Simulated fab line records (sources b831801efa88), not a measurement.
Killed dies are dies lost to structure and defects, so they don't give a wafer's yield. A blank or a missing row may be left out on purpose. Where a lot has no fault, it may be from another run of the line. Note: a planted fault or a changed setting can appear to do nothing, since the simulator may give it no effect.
fab line records | flow gf180mcu
record: lots: 24 wafers: 72 last-day: 34
route steps=602 shown PSD@256 CONTACT@290 M1@329 V2@386 V4@498 MIM@504
lots with no fault: from the same line, run without faults
start-h: start of the lot's first displayed wafer, in hours after the record's first day | wait-h: hours from the lot's prior step to this one | " identical to the entry in the row above | L1.1+2: several wafers, shown together as one row | - no value present, or no start provided | * or withheld: withheld | < > ~ a bound
route shown NAME@n: NAME is a module with steps in the file, n the number in the route of the first one | usual: mean and standard deviation over wafers with no fault | same: alike in all rows | chamber/n: place in a boat | sites: per-site readings | _std_site: how widely they spread, as a standard deviation | _edge_site: the outer-site mean with the inner-site mean subtracted | radius-mm: for every site, how far away it sits from the centre of the wafer | mask NAME#n: copy n | behind: tool/chamber where the wafer was last shaped | hold: the reason the lot was held/the length of the hold in hours/how it ended | device: the transistor (n, p or np) that didn't switch | end of line: the tests these same wafers got at the end of their route | for a step that has no rows: nothing shown but its recipe | killed: dies that structure and defects cost at the first sort, which is not the same as the wafer's yield | map: a wafer's dies, x killed, . not, _ none there
set.NAME: the run value of the setting; set.NAME@STEP: its run value at that earlier step | model.NAME: the simulator's own value behind a step, which no gauge read
route steps across a sampled set of lots; one table per step, one row per wafer
services: a tool's chamber out of use, with start hour (start-h, from the record's first day; less than 0 if before it), hours out, and reason
== steps ==
step: GF_PSD_OVL_MEAS_08
usual: PSD_OVL: -0.6/1.8
columns lot.wafer tool chamber start-h wait-h PSD_OVL[nm]
L074.3 overlay-02 - 316.74 0.1 -2.4
L074.5 " - " " -1.9
L074.6 " - " " -1.6
L075.1 overlay-02 - 326.57 0.1 0.2
L075.4 " - " " -0.8
L075.5 " - " " 0.6
L076.1 overlay-02 - 334.73 0.1 -1.0
L076.2 " - " " 0.6
L076.6 " - " " 1.7
L077.1 overlay-01 - 338.13 0.1 -1.8
L077.4 " - " " 0.9
L077.6 " - " " -0.9
L078.2 overlay-02 - 352.88 0.1 -1.8
L078.5 " - " " -2.9
L078.6 " - " " -1.8
L079.1 overlay-02 - 359.67 0.1 -4.2
L079.5 " - " " -2.9
L079.6 " - " " -3.6
L080.2 overlay-01 - 368.13 0.1 -1.6
L080.5 " - " " -2.7
L080.6 " - " " -3.6
L081.1 overlay-02 - 373.63 0.1 -2.5
L081.3 " - " " -2.3
L081.6 " - " " -2.5
L082.1 overlay-02 - 390.93 0.1 1.1
L082.5 " - " " 2.3
L082.6 " - " " 2.4
L083.3 overlay-02 - 393.63 0.1 -3.1
L083.5 " - " " -2.6
L083.6 " - " " -3.2
L084.1 overlay-01 - 403.48 0.1 3.7
L084.3 " - " " 2.5
L084.5 " - " " 3.8
L085.1 overlay-02 - 414.63 0.1 -1.2
L085.5 " - " " -0.7
L085.6 " - " " 0.1
L086.4 overlay-01 - 416.54 0.1 1.7
L086.5 " - " " 2.3
L086.6 " - " " 0.3
L087.1 overlay-02 - 428.23 0.1 -0.3
L087.5 " - " " -0.3
L087.6 " - " " 0.2
L088.1 overlay-02 - 432.68 0.1 -1.8
L088.2 " - " " -1.7
L088.4 " - " " -1.0
L089.2 overlay-02 - 454.93 0.1 -3.6
L089.3 " - " " -3.9
L089.6 " - " " -3.9
L090.2 overlay-01 - 458.26 0.1 -0.6
L090.4 " - " " -0.9
L090.5 " - " " 0.8
L091.2 overlay-01 - 468.18 0.1 1.5
L091.3 " - " " 1.2
L091.4 " - " " -0.8
L092.1 overlay-01 - 472.17 0.1 1.4
L092.2 " - " " 0.3
L092.3 " - " " 1.4
L093.1 overlay-02 - 478.42 0.1 -0.9
L093.3 " - " " -1.4
L093.4 " - " " 0.0
L094.2 overlay-02 - 485.24 0.1 0.0
L094.3 " - " " 0.4
L094.5 " - " " 2.5
L095.1 overlay-02 - 493.22 0.1 -2.1
L095.5 " - " " -2.2
L095.6 " - " " -0.2
L096.4 overlay-01 - 506.24 0.1 -1.1
L096.5 " - " " -0.4
L096.6 " - " " -0.8
L097.2 overlay-02 - 508.83 0.1 -0.8
L097.5 " - " " -0.6
L097.6 " - " " -0.8
step: GF_CONTACT_THK_MEAS_03
recipe: reads: SiO2_of_CONTACT_CVD_02
usual: CONTACT_CVD_02_THK: 860/11
columns lot.wafer tool chamber start-h wait-h CONTACT_CVD_02_THK[nm]
L074.3 film-metro-03 - 340.28 0.1 866
L074.5 " - " " 883
L074.6 " - " " 866
L075.1 film-metro-03 - 349.51 0.0 860
L075.4 " - " " 871
L075.5 " - " " 882
L076.1 film-metro-02 - 358.74 0.0 874
L076.2 " - " " 854
L076.6 " - " " 876
L077.1 film-metro-03 - 361.97 0.0 858
L077.4 " - " " 864
L077.6 " - " " 878
L078.2 film-metro-03 - 376.71 0.0 853
L078.5 " - " " 861
L078.6 " - " " 860
L079.1 film-metro-02 - 384.15 0.0 849
L079.5 " - " " 861
L079.6 " - " " 870
L080.2 film-metro-03 - 392.96 0.0 850
L080.5 " - " " 853
L080.6 " - " " 864
L081.1 film-metro-03 - 398.15 0.0 852
L081.3 " - " " 866
L081.6 " - " " 864
L082.1 film-metro-02 - 416.14 0.0 850
L082.5 " - " " 867
L082.6 " - " " 855
L083.3 film-metro-02 - 418.94 0.1 867
L083.5 " - " " 872
L083.6 " - " " 875
L084.1 film-metro-02 - 428.81 0.0 853
L084.3 " - " " 872
L084.5 " - " " 882
L085.1 film-metro-02 - 439.95 0.0 867
L085.5 " - " " 889
L085.6 " - " " 867
L086.4 film-metro-03 - 442.20 0.0 868
L086.5 " - " " 868
L086.6 " - " " 858
L087.1 film-metro-04 - 454.20 0.0 852
L087.5 " - " " 859
L087.6 " - " " 863
L088.1 film-metro-04 - 459.27 0.0 849
L088.2 " - " " 848
L088.4 " - " " 870
L089.2 film-metro-03 - 480.61 0.0 867
L089.3 " - " " 840
L089.6 " - " " 881
L090.2 film-metro-03 - 484.07 0.0 856
L090.4 " - " " 856
L090.5 " - " " 867
L091.2 film-metro-02 - 493.44 0.0 826
L091.3 " - " " 856
L091.4 " - " " 853
L092.1 film-metro-02 - 497.98 0.0 855
L092.2 " - " " 839
L092.3 " - " " 865
L093.1 film-metro-03 - 503.76 0.0 847
L093.3 " - " " 855
L093.4 " - " " 868
L094.2 film-metro-03 - 510.21 0.0 841
L094.3 " - " " 844
L094.5 " - " " 875
L095.1 film-metro-03 - 518.32 0.0 846
L095.5 " - " " 864
L095.6 " - " " 875
L096.4 film-metro-04 - 531.67 0.0 859
L096.5 " - " " 867
L096.6 " - " " 869
L097.2 film-metro-03 - 533.58 0.0 863
L097.5 " - " " 871
L097.6 " - " " 856
step: GF_M1_CD_MEAS_14
recipe: target-cd-nm: 230
usual: cd-nm: 229.7/1.3
columns lot.wafer tool chamber start-h wait-h cd-nm
L074.3 cd-sem-02 - 387.05 0.1 227.5
L074.5 " - " " 228.6
L074.6 " - " " 227.9
L075.1 cd-sem-01 - 397.36 0.1 229.2
L075.4 " - " " 228.6
L075.5 " - " " 227.3
L076.1 cd-sem-02 - 407.41 0.1 229.6
L076.2 " - " " 230.5
L076.6 " - " " 230.5
L077.1 cd-sem-02 - 410.06 0.1 229.0
L077.4 " - " " 228.4
L077.6 " - " " 227.5
L078.2 cd-sem-01 - 425.38 0.2 230.3
L078.5 " - " " 229.3
L078.6 " - " " 229.1
L079.1 cd-sem-01 - 433.25 0.1 230.1
L079.5 " - " " 229.9
L079.6 " - " " 230.9
L080.2 cd-sem-02 - 442.57 0.1 230.0
L080.5 " - " " 229.7
L080.6 " - " " 228.6
L081.1 cd-sem-01 - 446.56 0.1 228.5
L081.3 " - " " 229.4
L081.6 " - " " 230.1
L082.1 cd-sem-02 - 466.36 0.1 230.3
L082.5 " - " " 230.2
L082.6 " - " " 231.1
L083.3 cd-sem-01 - 470.20 0.1 229.0
L083.5 " - " " 229.7
L083.6 " - " " 231.7
L084.1 cd-sem-01 - 479.01 0.1 231.7
L084.3 " - " " 230.8
L084.5 " - " " 231.3
L085.1 cd-sem-01 - 490.31 0.1 227.4
L085.5 " - " " 228.6
L085.6 " - " " 227.0
L086.4 cd-sem-01 - 492.11 0.1 230.7
L086.5 " - " " 231.1
L086.6 " - " " 230.1
L087.1 cd-sem-01 - 502.90 0.1 228.7
L087.5 " - " " 229.2
L087.6 " - " " 228.2
L088.1 cd-sem-02 - 507.76 0.1 232.5
L088.2 " - " " 231.0
L088.4 " - " " 231.2
L089.2 cd-sem-02 - 528.58 0.1 230.6
L089.3 " - " " 231.6
L089.6 " - " " 230.8
L090.2 cd-sem-02 - 532.47 0.1 231.0
L090.4 " - " " 230.8
L090.5 " - " " 230.7
L091.2 cd-sem-01 - 542.13 0.1 229.8
L091.3 " - " " 229.4
L091.4 " - " " 229.3
L092.1 cd-sem-02 - 545.76 0.1 228.2
L092.2 " - " " 228.0
L092.3 " - " " 229.1
L093.1 cd-sem-02 - 550.45 0.1 230.4
L093.3 " - " " 229.9
L093.4 " - " " 230.8
L094.2 cd-sem-01 - 557.32 0.1 229.2
L094.3 " - " " 229.0
L094.5 " - " " 228.5
L095.1 cd-sem-01 - 565.36 0.1 230.4
L095.5 " - " " 229.6
L095.6 " - " " 230.6
L096.4 cd-sem-02 - 577.72 0.1 231.6
L096.5 " - " " 230.7
L096.6 " - " " 231.3
L097.2 cd-sem-01 - 580.07 0.1 227.4
L097.5 " - " " 229.2
L097.6 " - " " 227.7
step: GF_V2_CMP_04
recipe: material: SiO2 down-force-psi: 4 platen-rpm: 60 pad-velocity-m-s: 0.94248
usual: motor-current-A: 12.0/1.3 time-to-endpoint-s: 82/6.1
columns lot.wafer tool chamber start-h wait-h motor-current-A time-to-endpoint-s
L074.3 cmp-01 3 438.01 0.1 14.2 85
L074.5 " 1 " " 10.8 88
L074.6 " 2 " " 11.0 81
L075.4 cmp-01 0 449.00 0.0 10.8 84
L075.1 " 2 " " 11.2 83
L075.5 " 0 " " 11.6 86
L076.1 cmp-01 1 460.17 0.1 11.2 89
L076.2 " 2 " " 10.5 89
L076.6 " 1 " " 11.6 97
L077.4 cmp-01 0 462.87 0.1 11.4 99
L077.1 " 1 " " 12.2 90
L077.6 " 0 " " 11.1 90
L078.2 cmp-02 1 478.82 0.1 11.6 86
L078.6 " 3 " " 11.5 84
L078.5 " 0 " " 13.8 87
L079.1 cmp-01 3 486.51 0.1 14.2 89
L079.6 " 2 " " 10.9 87
L079.5 " 3 " " 14.1 89
L080.2 cmp-02 3 494.60 0.1 11.9 69
L080.5 " 1 " " 11.0 72
L080.6 " 2 " " 11.7 74
L081.1 cmp-02 0 498.40 0.1 14.5 77
L081.3 " 1 " " 10.7 69
L081.6 " 2 " " 12.4 85
L082.1 cmp-01 3 517.95 0.1 14.8 75
L082.5 " 3 " " 14.0 78
L082.6 " 0 " " 10.9 79
L083.3 cmp-01 1 521.58 0.1 12.0 80
L083.5 " 0 " " 10.9 83
L083.6 " 1 " " 10.8 79
L084.1 cmp-02 0 530.07 0.1 14.3 77
L084.3 " 3 " " 11.3 75
L084.5 " 0 " " 14.0 87
L085.1 cmp-01 0 540.81 0.1 10.8 81
L085.5 " 0 " " 11.3 85
L085.6 " 1 " " 11.4 87
L086.4 cmp-01 1 542.94 0.1 11.5 88
L086.5 " 1 " " 11.0 87
L086.6 " 2 " " 10.7 82
L087.1 cmp-01 0 551.91 0.1 11.0 83
L087.5 " 3 " " 14.1 81
L087.6 " 0 " " 11.0 85
L088.2 cmp-02 3 557.22 0.1 11.6 82
L088.1 " 0 " " 13.9 82
L088.4 " 1 " " 11.0 88
L089.2 cmp-01 1 577.08 0.0 11.8 85
L089.3 " 0 " " 11.0 87
L089.6 " 1 " " 11.0 92
L090.4 cmp-01 1 580.03 0.1 12.2 91
L090.2 " 2 " " 11.1 86
L090.5 " 0 " " 11.0 93
L091.2 cmp-01 0 590.37 0.1 11.3 80
L091.3 " 1 " " 11.9 80
L091.4 " 2 " " 11.0 80
L092.1 cmp-02 1 593.17 0.1 11.2 78
L092.3 " 2 " " 11.9 74
L092.2 " 3 " " 11.1 71
L093.4 cmp-01 0 597.57 0.0 11.3 79
L093.3 " 1 " " 10.4 77
L093.1 " 3 " " 13.5 71
L094.2 cmp-01 3 604.76 0.0 13.8 79
L094.3 " 2 " " 11.1 74
L094.5 " 3 " " 14.5 81
L095.1 cmp-01 0 612.45 0.2 11.6 78
L095.6 " 1 " " 11.7 78
L095.5 " 2 " " 11.4 76
L096.4 cmp-02 3 622.90 0.1 11.3 83
L096.6 " 1 " " 10.9 83
L096.5 " 2 " " 12.5 82
L097.2 cmp-01 3 626.47 0.1 14.6 72
L097.5 " 1 " " 10.9 73
L097.6 " 2 " " 11.1 80
step: GF_V4_SPUTTER_22
recipe: material: TiN target-thk-nm: 10 chamber-pressure-pa: 5 power-w: 4000 time-s: 40
usual: cathode-dc-power-W: 4000.0/0.73 throttle-valve-pct: 29.8/0.86
columns lot.wafer tool chamber start-h wait-h cathode-dc-power-W throttle-valve-pct
L074.3 pvd-sputter-02 - 563.39 0.0 4000.1 28.7
L074.5 " - " " 4000.7 30.1
L074.6 " - " " 4000.7 30.5
L075.1 pvd-sputter-01 - 573.39 0.0 4000.2 29.3
L075.4 " - " " 3999.6 29.7
L075.5 " - " " 3999.3 29.4
L076.1 pvd-sputter-04 - 582.57 0.0 4000.6 28.7
L076.2 " - " " 3999.8 29.3
L076.6 " - " " 4001.0 30.2
L077.1 pvd-sputter-02 - 585.38 0.0 3999.3 30.0
L077.4 " - " " 3999.5 30.0
L077.6 " - " " 3999.3 31.6
L078.2 pvd-sputter-01 - 598.44 0.0 4000.0 28.9
L078.5 " - " " 4000.8 29.4
L078.6 " - " " 4000.3 29.0
L079.1 pvd-sputter-04 - 606.91 0.0 3999.3 30.1
L079.5 " - " " 3999.3 30.2
L079.6 " - " " 3999.4 28.4
L080.2 pvd-sputter-02 - 613.48 0.0 4000.3 30.1
L080.5 " - " " 3998.5 28.8
L080.6 " - " " 3999.3 32.0
L081.1 pvd-sputter-01 - 616.34 0.0 3998.9 29.5
L081.3 " - " " 3999.9 29.1
L081.6 " - " " 3999.1 30.8
L082.1 pvd-sputter-04 - 632.88 0.0 3998.8 28.6
L082.5 " - " " 3999.7 29.2
L082.6 " - " " 3999.5 30.5
L083.3 pvd-sputter-04 - 636.69 0.0 3999.7 28.7
L083.5 " - " " 3999.8 29.2
L083.6 " - " " 3999.3 28.7
L084.1 pvd-sputter-04 - 643.60 0.0 4000.2 28.8
L084.3 " - " " 4000.1 29.3
L084.5 " - " " 4000.3 30.2
L085.1 pvd-sputter-04 - 653.13 0.0 4000.4 28.6
L085.5 " - " " 4000.2 28.7
L085.6 " - " " 3999.5 29.4
L086.4 pvd-sputter-04 - 654.98 0.0 3999.8 30.0
L086.5 " - " " 4001.0 28.7
L086.6 " - " " 4000.8 29.1
L087.1 pvd-sputter-04 - 663.60 0.0 4000.8 30.3
L087.5 " - " " 3999.4 28.9
L087.6 " - " " 3998.7 29.4
L088.1 pvd-sputter-02 - 667.34 0.0 3998.7 30.3
L088.2 " - " " 4001.1 30.6
L088.4 " - " " 4000.3 31.6
L089.2 pvd-sputter-02 - 685.59 0.0 3999.5 28.7
L089.3 " - " " 4000.3 31.6
L089.6 " - " " 4000.0 28.8
L090.2 pvd-sputter-01 - 686.79 0.0 3999.7 29.1
L090.4 " - " " 4000.1 29.2
L090.5 " - " " 4000.4 29.2
L091.2 pvd-sputter-01 - 698.00 0.0 4000.3 29.1
L091.3 " - " " 4001.8 30.8
L091.4 " - " " 4000.9 28.9
L092.1 pvd-sputter-01 - 699.63 0.0 4000.1 30.6
L092.2 " - " " 4000.5 29.7
L092.3 " - " " 3999.2 29.2
L093.1 pvd-sputter-04 - 704.63 0.0 4000.7 30.3
L093.3 " - " " 4000.8 30.1
L093.4 " - " " 4000.0 28.8
L094.2 pvd-sputter-04 - 709.63 0.0 4000.7 30.3
L094.3 " - " " 3999.6 30.3
L094.5 " - " " 4000.1 29.3
L095.1 pvd-sputter-02 - 716.78 0.0 3998.6 28.8
L095.5 " - " " 4000.0 31.8
L095.6 " - " " 3999.2 29.1
L096.4 pvd-sputter-04 - 723.79 0.0 4000.9 30.4
L096.5 " - " " 4000.2 30.1
L096.6 " - " " 3998.1 30.3
L097.2 pvd-sputter-04 - 727.29 0.0 4000.4 30.3
L097.5 " - " " 4000.8 30.3
L097.6 " - " " 3999.7 30.3
step: GF_MIM_SPUTTER_01
recipe: material: TiN target-thk-nm: 30 power-w: 6500 time-s: 25 chamber-pressure-pa: 0.4
usual: cathode-dc-power-W: 6500.2/1.2 throttle-valve-pct: 29.8/0.88
columns lot.wafer tool chamber start-h wait-h cathode-dc-power-W throttle-valve-pct
L074.3 pvd-sputter-03 - 564.12 0.1 6499.9 29.7
L074.5 " - " " 6499.6 29.6
L074.6 " - " " 6502.0 30.0
L075.1 pvd-sputter-02 - 574.26 0.1 6500.4 28.9
L075.4 " - " " 6499.4 30.1
L075.5 " - " " 6500.7 31.6
L076.1 pvd-sputter-04 - 583.31 0.1 6502.0 30.4
L076.2 " - " " 6498.9 28.6
L076.6 " - " " 6500.2 28.9
L077.1 pvd-sputter-04 - 586.11 0.1 6499.1 30.0
L077.4 " - " " 6500.4 28.6
L077.6 " - " " 6498.5 28.8
L078.2 pvd-sputter-03 - 599.17 0.1 6499.7 30.8
L078.5 " - " " 6500.1 29.4
L078.6 " - " " 6501.2 30.8
L079.1 pvd-sputter-02 - 607.64 0.1 6501.0 30.0
L079.5 " - " " 6499.6 30.2
L079.6 " - " " 6499.0 30.5
L080.2 pvd-sputter-04 - 614.21 0.1 6500.0 29.9
L080.5 " - " " 6499.7 30.3
L080.6 " - " " 6500.7 29.4
L081.1 pvd-sputter-04 - 617.07 0.1 6497.8 28.4
L081.3 " - " " 6499.8 29.4
L081.6 " - " " 6498.0 28.8
L082.1 pvd-sputter-03 - 633.61 0.1 6500.3 29.9
L082.5 " - " " 6501.3 29.5
L082.6 " - " " 6498.9 29.9
L083.3 pvd-sputter-02 - 637.42 0.1 6500.3 31.4
L083.5 " - " " 6499.1 29.0
L083.6 " - " " 6499.7 31.6
L084.1 pvd-sputter-02 - 644.33 0.1 6499.6 30.2
L084.3 " - " " 6498.0 31.9
L084.5 " - " " 6499.1 30.7
L085.1 pvd-sputter-02 - 653.86 0.1 6498.8 31.6
L085.5 " - " " 6502.0 30.3
L085.6 " - " " 6501.5 31.7
L086.4 pvd-sputter-04 - 655.82 0.1 6498.6 30.5
L086.5 " - " " 6503.6 29.2
L086.6 " - " " 6501.6 28.8
L087.1 pvd-sputter-04 - 664.36 0.1 6501.4 28.5
L087.5 " - " " 6500.5 30.4
L087.6 " - " " 6499.4 29.0
L088.1 pvd-sputter-04 - 668.07 0.1 6498.7 30.6
L088.2 " - " " 6502.3 28.8
L088.4 " - " " 6499.8 29.1
L089.2 pvd-sputter-04 - 686.32 0.1 6498.9 28.9
L089.3 " - " " 6500.7 28.6
L089.6 " - " " 6499.1 29.7
L090.2 pvd-sputter-03 - 687.52 0.1 6500.2 30.2
L090.4 " - " " 6499.4 29.6
L090.5 " - " " 6500.9 29.3
L091.2 pvd-sputter-04 - 698.73 0.1 6501.8 30.2
L091.3 " - " " 6500.1 28.9
L091.4 " - " " 6500.5 29.1
L092.1 pvd-sputter-04 - 700.36 0.1 6500.0 30.2
L092.2 " - " " 6499.5 30.4
L092.3 " - " " 6502.8 28.6
L093.1 pvd-sputter-02 - 705.36 0.1 6499.3 31.9
L093.3 " - " " 6501.1 30.4
L093.4 " - " " 6499.0 30.0
L094.2 pvd-sputter-02 - 710.36 0.1 6501.5 31.6
L094.3 " - " " 6499.9 30.4
L094.5 " - " " 6500.8 30.1
L095.1 pvd-sputter-04 - 717.51 0.1 6498.3 28.7
L095.5 " - " " 6501.3 28.8
L095.6 " - " " 6498.7 30.2
L096.4 pvd-sputter-04 - 724.52 0.1 6500.9 30.0
L096.5 " - " " 6498.9 28.4
L096.6 " - " " 6497.9 30.3
L097.2 pvd-sputter-03 - 728.02 0.1 6499.5 29.5
L097.5 " - " " 6502.5 29.6
L097.6 " - " " 6501.5 29.4
== services ==
columns tool chamber start-h hours kind
pvd-sputter-03 - 417.47 2.4 repair
pvd-sputter-02 - 430.31 1.4 repair
cmp-02 - 430.34 1.1 repair
pvd-sputter-02 0 458.54 - consumable-replace:kit
pvd-sputter-02 0 458.54 18.0 scheduled-down
cmp-01 - 477.91 0.9 repair
cmp-02 - 486.00 7.8 pm
pvd-sputter-01 - 489.34 14.7 repair
pvd-sputter-02 - 501.48 8.9 repair
pvd-sputter-04 - 549.36 1.3 repair
cmp-02 - 553.18 1.6 repair
cmp-01 - 565.85 0.8 repair
cmp-01 - 572.18 4.0 pm
cmp-01 - 576.18 - consumable-replace:conditioner
cmp-01 - 576.18 - consumable-replace:pad
cmp-02 - 577.55 0.8 repair
cmp-01 - 647.93 2.7 pm
cmp-02 - 649.32 9.6 repair
pvd-sputter-01 - 650.81 1.4 repair
pvd-sputter-04 3 677.84 - consumable-replace:kit
pvd-sputter-04 3 677.84 18.0 scheduled-down
pvd-sputter-04 3 677.84 18.0 vent-cycle
pvd-sputter-03 - 713.18 1.3 repair
cmp-01 - 718.99 4.0 repair
== key ==
fault none
